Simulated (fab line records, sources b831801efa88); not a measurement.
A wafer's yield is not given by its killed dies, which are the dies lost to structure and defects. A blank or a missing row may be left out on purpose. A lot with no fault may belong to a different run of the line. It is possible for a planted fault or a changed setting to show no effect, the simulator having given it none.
What tool caused it? + flow gf180mcu + route of 602 steps, sampled at 1 step: 7 lots, 21 wafers

WHAT THE GAUGES SHOWED, per wafer
GF_V4_OVL_MEAS_15.
| lot  | measured     | on         | V4_OVL (nm) |
|------|--------------|------------|-------------|
| L305 | day 24 19:24 | overlay-01 | 0 -14 3     |
| L308 | day 25 22:46 | overlay-02 | 7 -9 -2     |
| L311 | day 26 10:29 | overlay-02 | -6 -6 -2    |
| L314 | day 27 15:43 | overlay-01 | -6 -16 5    |
| L317 | day 28 14:13 | overlay-02 | 2 3 -2      |
| L326 | day 31 05:17 | overlay-02 | -3 -10 0    |
| L327 | day 31 13:17 | overlay-02 | -7 3 0      |

TOOL THAT RAN EACH LOT (tool first, then ch and the chambers of the sampled wafers, then the start)
There is no process step in the record ahead of these readings.

THE ANSWER, worked out from the rows above alone
Rule: what is usual is taken from the lots themselves. The widest of any qualifying gaps counts: lots, ordered by their means at a reading, are off when they make up no more than a third of the lots, leave a main group of 4 or more, and stand apart from it by 3 or more times the standard deviation of that group's means. The tables above print the reading to a certain number of digits; a main group whose means all agree to those digits is not used. Also off: a lot with no number at a reading for which 4 or more lots have one. Where the step has rows for the other lots, those lots are counted as sound.
Across all readings shown, no lot is off: no conclusion can be drawn from this.

WHAT HAD BEEN PUT IN BY THE SIMULATOR
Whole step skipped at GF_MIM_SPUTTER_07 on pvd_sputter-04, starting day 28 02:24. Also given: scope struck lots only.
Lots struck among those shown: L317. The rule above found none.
